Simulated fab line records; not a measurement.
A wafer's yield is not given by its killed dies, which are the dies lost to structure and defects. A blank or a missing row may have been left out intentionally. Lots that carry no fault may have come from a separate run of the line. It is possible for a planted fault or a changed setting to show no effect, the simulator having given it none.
Comparing a struck lot with a sound one ; flow sky130 ; 30 out of 708 route steps
Sound: wafers L480.1, L480.2, L480.5. Struck: wafers L488.1, L488.4, L488.5. The cause is named last.
Per side, at each step with rows, come the tool, then ch with its chambers, and then its first start. Under that, the readings that differ: sound wafers ; struck wafers ; difference of the means ; sigmas: that difference in standard deviations of wafers without a fault.
alike: a reading whose means differ by less than 2 such deviations, as well as words and numbers matching on both sides. not compared: withheld readings; readings where some wafer has no value; bounds like >300 that might hide an equal value; numbers whose values overlap and for which the record gives no deviation.
A row with sigmas, a row that says differs or no value, or rows on one side alone: a step with any of these is where the two part. Numbers that don't overlap but have no deviation are shown without sigmas and don't part them. Lack of a reading on every wafer of one side parts them only where that side has two or more wafers.

first, 6 steps without rows for these wafers: SKY_SD_N_IMPLANT_10; SKY_SD_N_STRIP_11 (strips in O2/N2); SKY_SD_N_CLEAN_13 (cleans in SC1/SC2, time 150 s); SKY_SD_N_RTA_14 (time 2 s); SKY_SALICIDE_CLEAN_00 (cleans in HF-last, time 30 s); SKY_LI_CONTACT_HDPCVD_00 (deposits PSG, target thk 930 nm, time 155 s).
SKY_LI_CONTACT_CMP_02: polishes PSG.
  sound on cmp-01 ch 1,2,3, day 29 23:07; struck on cmp-01 ch 0,2,3, day 32 16:55
  alike: motor-current-A, time-to-endpoint-s
then, 22 steps without rows for these wafers: SKY_LI_CONTACT_DEHYDRATE_04 (time 60 s); SKY_LI_CONTACT_HMDS_05 (prime time 60 s); SKY_LI_CONTACT_COAT_06 (resist thk 60 nm); SKY_LI_CONTACT_COAT_07 (resist thk 450 nm); SKY_LI_CONTACT_SOFTBAKE_08 (time 90 s); SKY_LI_CONTACT_EXPOSE_09 (exposes mask LICM1, target cd 170 nm); SKY_LI_CONTACT_PEB_10; SKY_LI_CONTACT_DEVELOP_11 (develop time 60 s); SKY_LI_CONTACT_ETCH_14 (etches BARC in N2/H2, stops on SiO2, time 45.9 s, target depth 60 nm); SKY_LI_CONTACT_ETCH_15 (etches PSG in C4F8/O2/Ar, stops on Si, target depth 600 nm); SKY_LI_CONTACT_STRIP_16 (strips in O2/N2); SKY_LI_CONTACT_CLEAN_17 (cleans in NMP, time 600 s); SKY_LI_CONTACT_PRE_CLEAN_18 (time 5.6 s); SKY_LI_CONTACT_SPUTTER_19 (material Ti, target thk 20 nm, time 106.37 s); SKY_LI_CONTACT_SPUTTER_20 (material TiN, target thk 20 nm, time 80 s); SKY_LI_CONTACT_CVD_21 (deposits W, target thk 400 nm, time 120.56 s); SKY_LI_CONTACT_CMP_24 (polishes, stops on PSG, t overpolish 20 s, target thk 0 nm); SKY_LOCAL_INTERCONNECT_SPUTTER_00 (material TiN, target thk 100 nm, time 83.3 s); SKY_LOCAL_INTERCONNECT_DEHYDRATE_03 (time 60 s); SKY_LOCAL_INTERCONNECT_HMDS_04 (prime time 60 s); SKY_LOCAL_INTERCONNECT_COAT_05 (resist thk 60 nm); SKY_LOCAL_INTERCONNECT_COAT_06 (resist thk 454.4 nm).
-- a jump in the record: the struck wafers' starts before and after are 17 days apart (it breaks off in module LOCAL_INTERCONNECT and resumes in module PAD_OPEN, where the first step shown is number 708 of the route) --
SKY_PAD_OPEN_PROBE_99:
  sound on prober-01, day 47 07:26; struck on prober-02, day 49 05:48
reading;sound;struck;difference;sigmas
killed-at-contacts;28 18 24;179 208 189;+169;+31
killed-dies;97 75 101;222 254 236;+146;+15
killed-on-rim;16 19 23;41 47 46;+25;+6
killed-short;53 35 40;21 37 30;-13;-2
  alike: killed_at_M0_to_M3, killed_at_M4_up, killed-at-front-end, killed-at-other, killed-open

WHERE THEY PART
Only at SKY_PAD_OPEN_PROBE_99, as far as this record shows.

WHY: whatever the simulator had introduced
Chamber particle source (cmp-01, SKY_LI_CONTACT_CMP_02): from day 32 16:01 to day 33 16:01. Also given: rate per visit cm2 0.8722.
